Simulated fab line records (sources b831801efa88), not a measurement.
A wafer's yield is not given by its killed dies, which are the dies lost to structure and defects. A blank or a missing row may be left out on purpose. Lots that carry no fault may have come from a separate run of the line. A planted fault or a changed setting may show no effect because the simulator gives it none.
The tool behind it: which one? / flow gf180mcu / 24 lots with 72 wafers sampled at 2 steps, on a route of 602 steps

WHAT THE GAUGES READ, wafer by wafer
GF_M2_OVL_MEAS_15.
lot=L074; measured=day 18 23:45; on=overlay-02; M2_OVL (nm)=-12 -9 -15
lot=L075; measured=day 19 07:27; on=overlay-02; M2_OVL (nm)=-3 -3 -10
lot=L076; measured=day 19 16:26; on=overlay-01; M2_OVL (nm)=-10 1 -4
lot=L077; measured=day 20 12:45; on=overlay-02; M2_OVL (nm)=4 0 4
lot=L078; measured=day 20 20:34; on=overlay-02; M2_OVL (nm)=-5 -2 -10
lot=L079; measured=day 21 06:51; on=overlay-01; M2_OVL (nm)=11 8 -2
lot=L080; measured=day 21 12:57; on=overlay-02; M2_OVL (nm)=4 -6 -5
lot=L081; measured=day 21 14:36; on=overlay-01; M2_OVL (nm)=-7 -7 -11
lot=L082; measured=day 22 11:10; on=overlay-02; M2_OVL (nm)=-8 -6 -2
lot=L083; measured=day 22 12:45; on=overlay-02; M2_OVL (nm)=-5 -3 0
lot=L084; measured=day 22 20:17; on=overlay-01; M2_OVL (nm)=-3 2 -1
lot=L085; measured=day 23 05:47; on=overlay-01; M2_OVL (nm)=1 0 1
lot=L086; measured=day 23 16:40; on=overlay-01; M2_OVL (nm)=-4 2 6
lot=L087; measured=day 24 04:13; on=overlay-02; M2_OVL (nm)=-7 -8 -5
lot=L088; measured=day 24 21:31; on=overlay-01; M2_OVL (nm)=-8 -5 -16
lot=L089; measured=day 25 00:15; on=overlay-02; M2_OVL (nm)=4 1 11
lot=L090; measured=day 25 05:20; on=overlay-02; M2_OVL (nm)=-1 0 1
lot=L091; measured=day 25 12:37; on=overlay-02; M2_OVL (nm)=-9 -13 -5
lot=L092; measured=day 25 23:28; on=overlay-01; M2_OVL (nm)=-6 -1 -2
lot=L093; measured=day 26 00:45; on=overlay-01; M2_OVL (nm)=1 5 8
lot=L094; measured=day 26 08:37; on=overlay-01; M2_OVL (nm)=-3 -6 1
lot=L095; measured=day 26 15:29; on=overlay-01; M2_OVL (nm)=-11 -3 -13
lot=L096; measured=day 26 18:22; on=overlay-01; M2_OVL (nm)=9 5 7
lot=L097; measured=day 27 03:13; on=overlay-02; M2_OVL (nm)=-4 -8 -6

TOOL THAT RAN EACH LOT (tool first, then ch and the chambers of the sampled wafers, then the start)
lot=L074; GF_V1_SPUTTER_21=pvd_sputter-02, day 17 21:58
lot=L075; GF_V1_SPUTTER_21=pvd_sputter-04, day 18 06:44
lot=L076; GF_V1_SPUTTER_21=pvd_sputter-02, day 18 14:36
lot=L077; GF_V1_SPUTTER_21=pvd_sputter-04, day 19 11:43
lot=L078; GF_V1_SPUTTER_21=pvd_sputter-03, day 19 19:18
lot=L079; GF_V1_SPUTTER_21=pvd_sputter-02, day 20 06:03
lot=L080; GF_V1_SPUTTER_21=pvd_sputter-04, day 20 11:52
lot=L081; GF_V1_SPUTTER_21=pvd_sputter-04, day 20 14:17
lot=L082; GF_V1_SPUTTER_21=pvd_sputter-03, day 21 10:56
lot=L083; GF_V1_SPUTTER_21=pvd_sputter-04, day 21 13:01
lot=L084; GF_V1_SPUTTER_21=pvd_sputter-02, day 21 20:27
lot=L085; GF_V1_SPUTTER_21=pvd_sputter-03, day 22 06:17
lot=L086; GF_V1_SPUTTER_21=pvd_sputter-04, day 22 16:31
lot=L087; GF_V1_SPUTTER_21=pvd_sputter-03, day 23 04:08
lot=L088; GF_V1_SPUTTER_21=pvd_sputter-02, day 23 22:23
lot=L089; GF_V1_SPUTTER_21=pvd_sputter-02, day 24 01:19
lot=L090; GF_V1_SPUTTER_21=pvd_sputter-02, day 24 06:25
lot=L091; GF_V1_SPUTTER_21=pvd_sputter-02, day 24 14:31
lot=L092; GF_V1_SPUTTER_21=pvd_sputter-04, day 25 01:02
lot=L093; GF_V1_SPUTTER_21=pvd_sputter-04, day 25 02:23
lot=L094; GF_V1_SPUTTER_21=pvd_sputter-03, day 25 11:11
lot=L095; GF_V1_SPUTTER_21=pvd_sputter-04, day 25 17:29
lot=L096; GF_V1_SPUTTER_21=pvd_sputter-03, day 25 21:07
lot=L097; GF_V1_SPUTTER_21=pvd_sputter-03, day 26 05:54
- GF_V1_SPUTTER_21: material Ti, target thk 15 nm, time 80.02 s.

AS READ BY THE TOOLS THEMSELVES (means over the sampled wafers that have a number; for cases with no such wafer, the mark the record gives instead)
GF_V1_SPUTTER_21.
lot=L074; tool=pvd_sputter-02; throttle_valve_pct (%)=30.3
lot=L075; tool=pvd_sputter-04; throttle_valve_pct (%)=30.0
lot=L076; tool=pvd_sputter-02; throttle_valve_pct (%)=30.4
lot=L077; tool=pvd_sputter-04; throttle_valve_pct (%)=30.0
lot=L078; tool=pvd_sputter-03; throttle_valve_pct (%)=30.2
lot=L079; tool=pvd_sputter-02; throttle_valve_pct (%)=29.9
lot=L080; tool=pvd_sputter-04; throttle_valve_pct (%)=29.5
lot=L081; tool=pvd_sputter-04; throttle_valve_pct (%)=29.1
lot=L082; tool=pvd_sputter-03; throttle_valve_pct (%)=30.4
lot=L083; tool=pvd_sputter-04; throttle_valve_pct (%)=29.6
lot=L084; tool=pvd_sputter-02; throttle_valve_pct (%)=30.4
lot=L085; tool=pvd_sputter-03; throttle_valve_pct (%)=30.5
lot=L086; tool=pvd_sputter-04; throttle_valve_pct (%)=29.8
lot=L087; tool=pvd_sputter-03; throttle_valve_pct (%)=30.1
lot=L088; tool=pvd_sputter-02; throttle_valve_pct (%)=29.7
lot=L089; tool=pvd_sputter-02; throttle_valve_pct (%)=30.1
lot=L090; tool=pvd_sputter-02; throttle_valve_pct (%)=30.1
lot=L091; tool=pvd_sputter-02; throttle_valve_pct (%)=30.2
lot=L092; tool=pvd_sputter-04; throttle_valve_pct (%)=30.1
lot=L093; tool=pvd_sputter-04; throttle_valve_pct (%)=29.3
lot=L094; tool=pvd_sputter-03; throttle_valve_pct (%)=30.4
lot=L095; tool=pvd_sputter-04; throttle_valve_pct (%)=30.1
lot=L096; tool=pvd_sputter-03; throttle_valve_pct (%)=29.7
lot=L097; tool=pvd_sputter-03; throttle_valve_pct (%)=30.2

THE ANSWER, worked out from the rows above alone
Rule: usual is defined by the lots themselves. The widest of any qualifying gaps counts: lots, ordered by their means at a reading, are off when they make up no more than a third of the lots, leave a main group of 4 or more, and stand apart from it by 3 or more times the standard deviation of that group's means. A main group whose means are all the same, to the digits that the tables above print for the reading, isn't used. Also off: a lot with no number at a reading for which 4 or more lots have one. Where the step has rows for the other lots, those lots are counted as sound. Order of review: gauges by route order, followed by the tools' own readings, for which a lot's mean as printed above is used. At the first step where some lot is off, the reading lying furthest off is the one used; lots without a number count as furthest.
None of the lots is off at any reading shown; this tells nothing.

WHAT WAS PUT IN BY THE SIMULATOR
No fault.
